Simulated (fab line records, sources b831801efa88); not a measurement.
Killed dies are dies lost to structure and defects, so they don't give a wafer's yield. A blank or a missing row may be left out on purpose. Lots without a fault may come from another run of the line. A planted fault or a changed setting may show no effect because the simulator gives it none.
fab line records | flow sky130
record lots=5 wafers=15 last_day=49
route steps=708 shown LDD_N@238 LDD_P@255 LDD_HVN@267 LDD_HVP@278
lots that met no fault: from a run of the same line without faults
start_h: hours from the record's first day to the start of the lot's first wafer shown | wait_h: hours since the lot's step before | " the same as in the row above | L1.1+2: a row that stands for several wafers | - no value, or no start given | * or withheld: withheld | < > ~ a bound
route shown NAME@n: a module of which the file shows steps, and the number in the route of the first | usual: mean/standard deviation of fault-free wafers | same: alike in all rows | chamber/n: place in a boat | sites: the reading at each site | _std_site: their standard deviation | _edge_site: outer sites' mean less inner sites' | radius_mm: how far each site lies from the wafer's centre | mask NAME#n: copy n | behind: the tool/chamber that last shaped the wafer | hold: why the lot was held/for how many hours/how that ended | device: the transistor (n, p or np) that didn't switch | end of line: the same wafers' tests at the end of the route | a step without rows: its recipe alone | killed: dies lost to structure and defects at the first sort, not the wafer's yield | map: a wafer's dies, x killed, . not, _ none there
set.NAME: the setting as run; set.NAME@STEP: as run at that earlier step | model.NAME: the simulator's own value behind a step, which no gauge read
lots at some steps of the route; a table a step, a row a wafer
services: from which hour (start_h, from the record's first day; less than 0 if before it) a tool's chamber was out of use, for how many hours, and why
## steps
# step SKY_LDD_N_HMDS_01
# recipe prime_time_s=60 prime_temp_c=120
# columns lot.wafer tool chamber start_h wait_h
L074.1+3+4 litho_track-02 0 386.32 0.1
L080.3+4+6 litho_track-01 0 434.04 0.1
L082.2+3+4 litho_track-02 0 457.39 0.1
L085.1+2+3 litho_track-01 0 479.29 0.1
L090.1+5+6 litho_track-02 0 534.22 0.1
# step SKY_LDD_N_COAT_02
# recipe resist=NOVOLAK spin_rpm=3000 resist_thk_nm=300
# columns lot.wafer tool chamber start_h wait_h
L074.1+3+4 litho_track-02 0 386.47 0.1
L080.3+4+6 litho_track-01 0 434.19 0.1
L082.2+3+4 litho_track-02 0 457.54 0.1
L085.1+2+3 litho_track-01 0 479.44 0.1
L090.1+5+6 litho_track-02 0 534.37 0.1
# step SKY_LDD_N_SOFTBAKE_03
# recipe temp_c=90 time_s=60 resist=NOVOLAK
# columns lot.wafer tool chamber start_h wait_h
L074.1+3+4 litho_track-02 0 386.62 0.1
L080.3+4+6 litho_track-01 0 434.34 0.1
L082.2+3+4 litho_track-02 0 457.69 0.1
L085.1+2+3 litho_track-01 0 479.59 0.1
L090.1+5+6 litho_track-02 0 534.52 0.1
# step SKY_LDD_N_EXPOSE_04
# recipe mask_id=NTM target_cd_nm=840 na=0.6 source_shape=conventional sigma_outer=0.6 dose_mj=110
# columns lot.wafer tool chamber start_h wait_h mask
L074.1+3+4 iline_stepper-02 0 - - NTM#0
L080.3+4+6 iline_stepper-01 0 - - NTM#0
L082.2+3+4 iline_stepper-01 0 - - NTM#0
L085.1+2+3 iline_stepper-02 0 - - NTM#0
L090.1+5+6 iline_stepper-01 0 - - NTM#0
# step SKY_LDD_N_PEB_05
# recipe temp_c=withheld time_s=* resist=NOVOLAK
# columns lot.wafer tool chamber start_h wait_h
L074.1+3+4 litho_track-02 0 - -
L080.3+4+6 litho_track-02 0 - -
L082.2+3+4 litho_track-04 0 - -
L085.1+2+3 litho_track-01 0 - -
L090.1+5+6 litho_track-02 0 - -
# step SKY_LDD_N_DEVELOP_06
# recipe develop_time_s=58.15 dev_temp_c=23
# same develop_time_s=58.15
# columns lot.wafer tool chamber start_h wait_h
L074.1+3+4 litho_track-02 0 398.57 0.1
L080.3+4+6 litho_track-02 0 449.97 0.1
L082.2+3+4 litho_track-04 0 472.04 0.1
L085.1+2+3 litho_track-01 0 494.79 0.1
L090.1+5+6 litho_track-02 0 549.82 0.1
# step SKY_LDD_N_OVL_MEAS_07
# usual LDD_N_OVL=-0.3/1.2
# columns lot.wafer tool chamber start_h wait_h LDD_N_OVL[nm]
L074.1 overlay-01 - 398.72 0.1 -0.1
L074.3 " - " " -2.8
L074.4 " - " " -2.0
L080.3 overlay-01 - 450.08 0.1 0.4
L080.4 " - " " 0.9
L080.6 " - " " -0.1
L082.2 overlay-02 - 472.17 0.1 0.8
L082.3 " - " " 0.8
L082.4 " - " " -0.5
L085.1 overlay-01 - 494.94 0.1 0.2
L085.2 " - " " 0.6
L085.3 " - " " 1.0
L090.1 overlay-01 - 549.97 0.1 -0.6
L090.5 " - " " -1.0
L090.6 " - " " -0.9
# step SKY_LDD_N_IMPLANT_08
# recipe species=As energy_kev=20 dose_cm2=7.5e+13 tilt_deg=withheld rotation_deg=23
# columns lot.wafer tool chamber start_h wait_h
L074.1+3+4 implanter-04 0 398.75 0.0
L080.3+4+6 implanter-04 0 452.73 2.6
L082.2+3+4 implanter-04 0 472.22 0.0
L085.1+2+3 implanter-02 0 494.98 0.0
L090.1+5+6 implanter-04 0 550.03 0.1
# step SKY_LDD_N_IMPLANT_09
# recipe species=As energy_kev=20 dose_cm2=7.5e+13 tilt_deg=withheld rotation_deg=113
# columns lot.wafer tool chamber start_h wait_h
L074.1+3+4 implanter-04 0 398.90 0.1
L080.3+4+6 implanter-04 0 452.88 0.1
L082.2+3+4 implanter-04 0 472.37 0.1
L085.1+2+3 implanter-02 0 495.13 0.1
L090.1+5+6 implanter-04 0 550.18 0.1
# step SKY_LDD_N_IMPLANT_10
# recipe species=As energy_kev=20 dose_cm2=7.5e+13 tilt_deg=withheld rotation_deg=203
# columns lot.wafer tool chamber start_h wait_h
L074.1+3+4 implanter-04 0 399.05 0.1
L080.3+4+6 implanter-04 0 453.03 0.1
L082.2+3+4 implanter-04 0 472.52 0.1
L085.1+2+3 implanter-02 0 495.28 0.1
L090.1+5+6 implanter-04 0 550.33 0.1
# step SKY_LDD_N_IMPLANT_11
# recipe species=As energy_kev=20 dose_cm2=7.5e+13 tilt_deg=withheld rotation_deg=293
# columns lot.wafer tool chamber start_h wait_h
L074.1+3+4 implanter-04 0 399.20 0.1
L080.3+4+6 implanter-04 0 453.18 0.1
L082.2+3+4 implanter-04 0 472.67 0.1
L085.1+2+3 implanter-02 0 495.43 0.1
L090.1+5+6 implanter-04 0 550.48 0.1
# step SKY_LDD_N_IMPLANT_12
# recipe species=BF2 energy_kev=50 dose_cm2=5e+12 tilt_deg=30 rotation_deg=0
# columns lot.wafer tool chamber start_h wait_h
L074.1+3+4 implanter-04 0 399.35 0.1
L080.3+4+6 implanter-04 0 453.33 0.1
L082.2+3+4 implanter-04 0 472.82 0.1
L085.1+2+3 implanter-02 0 495.58 0.1
L090.1+5+6 implanter-04 0 550.63 0.1
# step SKY_LDD_N_IMPLANT_13
# recipe species=BF2 energy_kev=50 dose_cm2=5e+12 tilt_deg=30 rotation_deg=90
# columns lot.wafer tool chamber start_h wait_h
L074.1+3+4 implanter-04 0 399.50 0.1
L080.3+4+6 implanter-04 0 453.48 0.1
L082.2+3+4 implanter-04 0 472.97 0.1
L085.1+2+3 implanter-02 0 495.73 0.1
L090.1+5+6 implanter-04 0 550.78 0.1
# step SKY_LDD_N_IMPLANT_14
# recipe species=BF2 energy_kev=50 dose_cm2=5e+12 tilt_deg=30 rotation_deg=180
# columns lot.wafer tool chamber start_h wait_h
L074.1+3+4 implanter-04 0 399.65 0.1
L080.3+4+6 implanter-04 0 453.63 0.1
L082.2+3+4 implanter-04 0 473.12 0.1
L085.1+2+3 implanter-02 0 495.88 0.1
L090.1+5+6 implanter-04 0 550.93 0.1
# step SKY_LDD_N_IMPLANT_15
# recipe species=BF2 energy_kev=50 dose_cm2=5e+12 tilt_deg=30 rotation_deg=270
# columns lot.wafer tool chamber start_h wait_h
L074.1+3+4 implanter-04 0 399.80 0.1
L080.3+4+6 implanter-04 0 453.78 0.1
L082.2+3+4 implanter-04 0 473.27 0.1
L085.1+2+3 implanter-02 0 496.03 0.1
L090.1+5+6 implanter-04 0 551.08 0.1
# step SKY_LDD_N_STRIP_16
# recipe chemistry=O2/N2 power_w=1400 pressure_mtorr=1500 platen_temp_c=withheld o2_flow_sccm=3000 n2_flow_sccm=300 overash_fraction=0.5
# usual drypump_motor_current_A=5.67/0.18 oes_product_au=0.406/0.0048 strip_time_to_endpoint_s=4.315/0.015
# columns lot.wafer tool chamber start_h wait_h drypump_motor_current_A oes_product_au rf_hours_counter_h strip_time_to_endpoint_s
L074.1 plasma_asher-04 0 399.95 0.1 5.74 0.415 74 4.323
L074.3 " 0 " " 5.73 0.411 - 4.293
L074.4 " 1 " " 5.59 0.404 - 4.308
L080.3 plasma_asher-03 0 453.91 0.1 5.78 0.400 - 4.309
L080.4 " 1 " " 5.42 0.400 - 4.300
L080.6 " 0 " " 5.81 0.400 - 4.293
L082.2 plasma_asher-03 1 473.40 0.1 5.42 0.403 37 4.312
L082.3 " 0 " " 5.80 0.404 - 4.315
L082.4 " 1 " " 5.43 0.406 - 4.338
L085.1 plasma_asher-03 1 496.18 0.1 5.39 0.399 39 4.299
L085.2 " 0 " " 5.79 0.412 39 4.313
L085.3 " 1 " " 5.40 0.407 - 4.320
L090.1 plasma_asher-03 0 551.23 0.1 5.81 0.405 44 4.295
L090.5 " 0 " " 5.82 0.412 - 4.299
L090.6 " 1 " " 5.43 0.405 - 4.294
# step SKY_LDD_N_TW_MEAS_17
# usual LDD_N_TW=2601/18
# columns lot.wafer tool chamber start_h wait_h LDD_N_TW
L074.1 film_metro-02 - 400.05 0.1 2609
L074.3 " - " " 2627
L074.4 " - " " 2626
L080.3 film_metro-01 - 454.00 0.1 2579
L080.4 " - " " 2574
L080.6 " - " " 2586
L082.2 film_metro-04 - 473.51 0.1 2617
L082.3 " - " " 2609
L082.4 " - " " 2607
L085.1 film_metro-01 - 496.28 0.1 2584
L085.2 " - " " 2596
L085.3 " - " " 2589
L090.1 film_metro-04 - 551.33 0.1 2595
L090.5 " - " " 2604
L090.6 " - " " 2591
# step SKY_LDD_P_DEHYDRATE_00
# recipe temp_c=200 time_s=60
# columns lot.wafer tool chamber start_h wait_h
L074.1+3+4 litho_track-03 0 415.70 15.6
L080.3+4+6 litho_track-04 0 467.66 13.7
L082.2+3+4 litho_track-03 0 488.52 15.0
L085.1+2+3 litho_track-04 0 511.56 15.3
L090.1+5+6 litho_track-03 0 565.55 14.2
# step SKY_LDD_P_HMDS_01
# recipe prime_time_s=60 prime_temp_c=120
# columns lot.wafer tool chamber start_h wait_h
L074.1+3+4 litho_track-03 0 415.85 0.1
L080.3+4+6 litho_track-04 0 467.81 0.1
L082.2+3+4 litho_track-03 0 488.67 0.1
L085.1+2+3 litho_track-04 0 511.71 0.1
L090.1+5+6 litho_track-03 0 565.70 0.1
# step SKY_LDD_P_COAT_02
# recipe resist=NOVOLAK spin_rpm=3000 resist_thk_nm=1140
# columns lot.wafer tool chamber start_h wait_h
L074.1+3+4 litho_track-03 0 416.00 0.1
L080.3+4+6 litho_track-04 0 467.96 0.1
L082.2+3+4 litho_track-03 0 488.82 0.1
L085.1+2+3 litho_track-04 0 511.86 0.1
L090.1+5+6 litho_track-03 0 565.85 0.1
# step SKY_LDD_P_SOFTBAKE_03
# recipe temp_c=90 time_s=60 resist=NOVOLAK
# columns lot.wafer tool chamber start_h wait_h
L074.1+3+4 litho_track-03 0 416.15 0.1
L080.3+4+6 litho_track-04 0 468.11 0.1
L082.2+3+4 litho_track-03 0 488.97 0.1
L085.1+2+3 litho_track-04 0 512.01 0.1
L090.1+5+6 litho_track-03 0 566.00 0.1
# step SKY_LDD_P_EXPOSE_04
# recipe mask_id=PSDM na=0.6 source_shape=conventional sigma_outer=0.6 polarization=unpolarized target_cd_nm=380 dose_mj=138
# columns lot.wafer tool chamber start_h wait_h mask
L074.1+3+4 iline_stepper-01 0 - - PSDM#0
L080.3+4+6 iline_stepper-01 0 - - PSDM#0
L082.2+3+4 iline_stepper-01 0 - - PSDM#0
L085.1+2+3 iline_stepper-02 0 - - PSDM#0
L090.1+5+6 iline_stepper-02 0 - - PSDM#0
# step SKY_LDD_P_PEB_05
# recipe temp_c=withheld time_s=* resist=NOVOLAK
# columns lot.wafer tool chamber start_h wait_h
L074.1+3+4 litho_track-03 0 - -
L080.3+4+6 litho_track-01 0 - -
L082.2+3+4 litho_track-04 0 - -
L085.1+2+3 litho_track-03 0 - -
L090.1+5+6 litho_track-03 0 - -
# step SKY_LDD_P_DEVELOP_06
# recipe resist=NOVOLAK developer=TMAH develop_time_s=60 dev_temp_c=23
# same develop_time_s=60
# columns lot.wafer tool chamber start_h wait_h
L074.1+3+4 litho_track-03 0 430.45 0.1
L080.3+4+6 litho_track-01 0 483.59 0.1
L082.2+3+4 litho_track-04 0 504.04 0.1
L085.1+2+3 litho_track-03 0 526.55 0.1
L090.1+5+6 litho_track-03 0 580.70 0.1
# step SKY_LDD_P_CD_MEAS_07
# recipe target_cd_nm=380
# usual cd_nm=380/3.1
# columns lot.wafer tool chamber start_h wait_h cd_nm
L074.1 cd_sem-02 - 430.60 0.1 378
L074.3 " - " " 377
L074.4 " - " " 377
L080.3 cd_sem-01 - 483.73 0.1 380
L080.4 " - " " 378
L080.6 " - " " 376
L082.2 cd_sem-02 - 504.18 0.1 380
L082.3 " - " " 381
L082.4 " - " " 379
L085.1 cd_sem-01 - 526.70 0.1 378
L085.2 " - " " 380
L085.3 " - " " 377
L090.1 cd_sem-02 - 580.88 0.2 380
L090.5 " - " " 377
L090.6 " - " " 379
# step SKY_LDD_P_OVL_MEAS_08
# usual LDD_P_OVL=0.3/1.6
# columns lot.wafer tool chamber start_h wait_h LDD_P_OVL[nm]
L074.1 overlay-01 - 430.72 0.1 -2.7
L074.3 " - " " -1.5
L074.4 " - " " -1.8
L080.3 overlay-01 - 483.82 0.1 -1.3
L080.4 " - " " -0.8
L080.6 " - " " -2.1
L082.2 overlay-02 - 504.29 0.1 -0.2
L082.3 " - " " 0.5
L082.4 " - " " -1.2
L085.1 overlay-02 - 526.82 0.1 2.3
L085.2 " - " " 0.7
L085.3 " - " " 3.3
L090.1 overlay-01 - 581.00 0.1 -0.1
L090.5 " - " " 1.5
L090.6 " - " " 3.7
# step SKY_LDD_P_IMPLANT_09
# recipe species=BF2 energy_kev=25 dose_cm2=1e+13 tilt_deg=withheld
# columns lot.wafer tool chamber start_h wait_h
L074.1+3+4 implanter-03 0 430.76 0.0
L080.3+4+6 implanter-03 0 483.90 0.1
L082.2+3+4 implanter-02 0 504.34 0.0
L085.1+2+3 implanter-02 0 526.86 0.0
L090.1+5+6 implanter-02 0 581.04 0.0
# step SKY_LDD_P_STRIP_10
# recipe chemistry=O2/N2 power_w=1400 pressure_mtorr=1500 platen_temp_c=withheld o2_flow_sccm=3000 n2_flow_sccm=300 overash_fraction=0.5
# usual drypump_motor_current_A=5.6/0.35 oes_product_au=0.716/0.0046 strip_time_to_endpoint_s=14.17/0.046
# columns lot.wafer tool chamber start_h wait_h drypump_motor_current_A oes_product_au rf_hours_counter_h strip_time_to_endpoint_s
L074.1 plasma_asher-01 0 430.91 0.1 5.1 0.709 59 14.25
L074.3 " 1 " " 5.1 0.712 - 14.25
L074.4 " 0 " " 5.1 0.706 - 14.26
L080.3 plasma_asher-02 1 484.03 0.1 6.1 0.713 - 14.16
L080.4 " 0 " " 5.7 0.715 - 14.10
L080.6 " 1 " " 6.1 0.716 - 14.15
L082.2 plasma_asher-03 0 504.47 0.1 5.8 0.719 40 14.13
L082.3 " 0 " " 5.8 0.712 - 14.16
L082.4 " 1 " " 5.4 0.708 - 14.18
L085.1 plasma_asher-02 0 527.01 0.1 5.7 0.718 10 14.16
L085.2 " 1 " " 6.1 0.711 10 14.23
L085.3 " 1 " " 6.1 0.713 - 14.21
L090.1 plasma_asher-02 1 581.19 0.1 6.1 0.715 15 14.21
L090.5 " 1 " " 6.1 0.709 - 14.20
L090.6 " 0 " " 5.7 0.719 - 14.24
# step SKY_LDD_P_TW_MEAS_11
# usual LDD_P_TW=637/5.1
# columns lot.wafer tool chamber start_h wait_h LDD_P_TW
L074.1 film_metro-01 - 431.01 0.1 637
L074.3 " - " " 636
L074.4 " - " " 639
L080.3 film_metro-01 - 484.12 0.1 639
L080.4 " - " " 640
L080.6 " - " " 640
L082.2 film_metro-03 - 504.58 0.1 632
L082.3 " - " " 631
L082.4 " - " " 634
L085.1 film_metro-03 - 527.11 0.1 627
L085.2 " - " " 629
L085.3 " - " " 628
L090.1 film_metro-01 - 581.29 0.1 637
L090.5 " - " " 640
L090.6 " - " " 632
# step SKY_LDD_HVN_DEHYDRATE_00
# recipe temp_c=200 time_s=60
# columns lot.wafer tool chamber start_h wait_h
L074.1+3+4 litho_track-03 0 446.55 15.5
L080.3+4+6 litho_track-04 0 498.01 13.9
L082.2+3+4 litho_track-03 0 519.52 14.9
L085.1+2+3 litho_track-02 0 542.32 15.2
L090.1+5+6 litho_track-03 0 594.20 12.9
# step SKY_LDD_HVN_HMDS_01
# recipe prime_time_s=60 prime_temp_c=120
# columns lot.wafer tool chamber start_h wait_h
L074.1+3+4 litho_track-03 0 446.70 0.1
L080.3+4+6 litho_track-04 0 498.16 0.1
L082.2+3+4 litho_track-03 0 519.67 0.1
L085.1+2+3 litho_track-02 0 542.47 0.1
L090.1+5+6 litho_track-03 0 594.35 0.1
# step SKY_LDD_HVN_COAT_02
# recipe resist=NOVOLAK spin_rpm=3000 resist_thk_nm=300
# columns lot.wafer tool chamber start_h wait_h
L074.1+3+4 litho_track-03 0 446.85 0.1
L080.3+4+6 litho_track-04 0 498.31 0.1
L082.2+3+4 litho_track-03 0 519.82 0.1
L085.1+2+3 litho_track-02 0 542.62 0.1
L090.1+5+6 litho_track-03 0 594.50 0.1
# step SKY_LDD_HVN_SOFTBAKE_03
# recipe temp_c=90 time_s=60 resist=NOVOLAK
# columns lot.wafer tool chamber start_h wait_h
L074.1+3+4 litho_track-03 0 447.00 0.1
L080.3+4+6 litho_track-04 0 498.46 0.1
L082.2+3+4 litho_track-03 0 519.97 0.1
L085.1+2+3 litho_track-02 0 542.77 0.1
L090.1+5+6 litho_track-03 0 594.65 0.1
# step SKY_LDD_HVN_EXPOSE_04
# recipe mask_id=HVNTM na=0.6 source_shape=conventional sigma_outer=0.6 polarization=unpolarized target_cd_nm=700 dose_mj=127
# columns lot.wafer tool chamber start_h wait_h mask
L074.1+3+4 iline_stepper-01 0 - - HVNTM#0
L080.3+4+6 iline_stepper-02 0 - - HVNTM#0
L082.2+3+4 iline_stepper-01 0 - - HVNTM#0
L085.1+2+3 iline_stepper-02 0 - - HVNTM#0
L090.1+5+6 iline_stepper-01 0 - - HVNTM#0
# step SKY_LDD_HVN_PEB_05
# recipe temp_c=withheld time_s=* resist=NOVOLAK
# columns lot.wafer tool chamber start_h wait_h
L074.1+3+4 litho_track-04 0 - -
L080.3+4+6 litho_track-03 0 - -
L082.2+3+4 litho_track-03 0 - -
L085.1+2+3 litho_track-03 0 - -
L090.1+5+6 litho_track-03 0 - -
# step SKY_LDD_HVN_DEVELOP_06
# recipe resist=NOVOLAK developer=TMAH develop_time_s=60 dev_temp_c=23
# same develop_time_s=60
# columns lot.wafer tool chamber start_h wait_h
L074.1+3+4 litho_track-04 0 461.91 0.1
L080.3+4+6 litho_track-03 0 514.00 0.1
L082.2+3+4 litho_track-03 0 534.92 0.1
L085.1+2+3 litho_track-03 0 556.95 0.1
L090.1+5+6 litho_track-03 0 609.60 0.1
# step SKY_LDD_HVN_OVL_MEAS_07
# usual LDD_HVN_OVL=0.2/1.3
# columns lot.wafer tool chamber start_h wait_h LDD_HVN_OVL[nm]
L074.1 overlay-01 - 462.06 0.1 -0.7
L074.3 " - " " 1.0
L074.4 " - " " 1.4
L080.3 overlay-01 - 514.11 0.1 -1.7
L080.4 " - " " -1.1
L080.6 " - " " -1.1
L082.2 overlay-02 - 535.06 0.1 3.6
L082.3 " - " " 3.7
L082.4 " - " " 2.9
L085.1 overlay-02 - 557.10 0.1 -0.6
L085.2 " - " " 0.5
L085.3 " - " " -0.3
L090.1 overlay-01 - 609.75 0.1 0.9
L090.5 " - " " 0.3
L090.6 " - " " 2.2
# step SKY_LDD_HVN_IMPLANT_08
# recipe species=P energy_kev=60.43 dose_cm2=3e+13 tilt_deg=40
# columns lot.wafer tool chamber start_h wait_h
L074.1+3+4 implanter-04 0 462.10 0.0
L080.3+4+6 implanter-03 0 514.19 0.1
L082.2+3+4 implanter-04 0 535.11 0.0
L085.1+2+3 implanter-04 0 557.14 0.0
L090.1+5+6 implanter-04 0 609.79 0.0
# step SKY_LDD_HVN_STRIP_09
# recipe chemistry=O2/N2 power_w=1400 pressure_mtorr=1500 platen_temp_c=withheld o2_flow_sccm=3000 n2_flow_sccm=300 overash_fraction=0.5
# usual drypump_motor_current_A=5.44/0.28 oes_product_au=0.407/0.0043 strip_time_to_endpoint_s=4.130/0.013
# columns lot.wafer tool chamber start_h wait_h drypump_motor_current_A oes_product_au rf_hours_counter_h strip_time_to_endpoint_s
L074.1 plasma_asher-04 1 462.25 0.1 5.62 0.415 80 4.124
L074.3 " 1 " " 5.58 0.403 - 4.143
L074.4 " 0 " " 5.73 0.408 - 4.144
L080.3 plasma_asher-01 1 514.32 0.1 5.14 0.403 - 4.135
L080.4 " 0 " " 5.09 0.398 - 4.141
L080.6 " 1 " " 5.14 0.408 - 4.118
L082.2 plasma_asher-04 1 535.24 0.1 5.60 0.409 87 4.137
L082.3 " 0 " " 5.74 0.411 - 4.118
L082.4 " 1 " " 5.59 0.405 - 4.149
L085.1 plasma_asher-03 0 557.29 0.1 5.80 0.408 45 4.154
L085.2 " 1 " " 5.42 0.407 45 4.134
L085.3 " 0 " " 5.80 0.404 - 4.139
L090.1 plasma_asher-01 1 609.94 0.1 5.13 0.404 76 4.153
L090.5 " 0 " " 5.10 0.415 - 4.136
L090.6 " 1 " " 5.10 0.409 - 4.123
# step SKY_LDD_HVN_TW_MEAS_10
# usual LDD_HVN_TW=1444/11
# columns lot.wafer tool chamber start_h wait_h LDD_HVN_TW
L074.1 film_metro-01 - 462.35 0.1 1432
L074.3 " - " " 1439
L074.4 " - " " 1436
L080.3 film_metro-01 - 514.41 0.1 1439
L080.4 " - " " 1445
L080.6 " - " " 1432
L082.2 film_metro-01 - 535.35 0.1 1430
L082.3 " - " " 1437
L082.4 " - " " 1434
L085.1 film_metro-02 - 557.39 0.1 1463
L085.2 " - " " 1462
L085.3 " - " " 1460
L090.1 film_metro-02 - 610.04 0.1 1452
L090.5 " - " " 1458
L090.6 " - " " 1459
# step SKY_LDD_HVP_DEHYDRATE_00
# recipe temp_c=200 time_s=60
# columns lot.wafer tool chamber start_h wait_h
L074.1+3+4 litho_track-01 0 477.94 15.6
L080.3+4+6 litho_track-02 0 528.07 13.7
L082.2+3+4 litho_track-03 0 550.22 14.9
L085.1+2+3 litho_track-02 0 571.52 14.1
L090.1+5+6 litho_track-01 0 623.59 13.5
## services
# columns tool chamber start_h hours kind
plasma_asher-01 - 371.03 14.6 pm
implanter-03 - 374.28 9.8 repair
plasma_asher-02 - 377.40 18.8 pm
plasma_asher-01 - 385.63 2.8 pm
iline_stepper-01 - 391.28 1.7 repair
implanter-03 - 405.40 2.6 repair
plasma_asher-03 - 411.14 1.2 repair
plasma_asher-02 - 412.60 1.0 repair
implanter-02 - 413.95 32.6 pm
iline_stepper-02 - 416.12 1.7 pm
plasma_asher-04 - 416.76 3.5 repair
plasma_asher-02 - 421.30 9.0 pm
iline_stepper-02 - 423.94 28.9 pm
implanter-02 - 446.59 4.9 pm
implanter-03 - 452.04 4.7 pm
plasma_asher-01 - 474.35 0.6 repair
implanter-04 - 489.86 1.7 repair
iline_stepper-02 - 495.76 1.3 repair
iline_stepper-01 - 558.06 1.7 pm
plasma_asher-02 - 563.22 1.4 repair
implanter-04 - 566.57 4.7 pm
implanter-04 - 602.34 1.5 pm
implanter-02 - 603.24 2.3 repair
plasma_asher-03 - 622.71 0.4 repair
## key
fault none
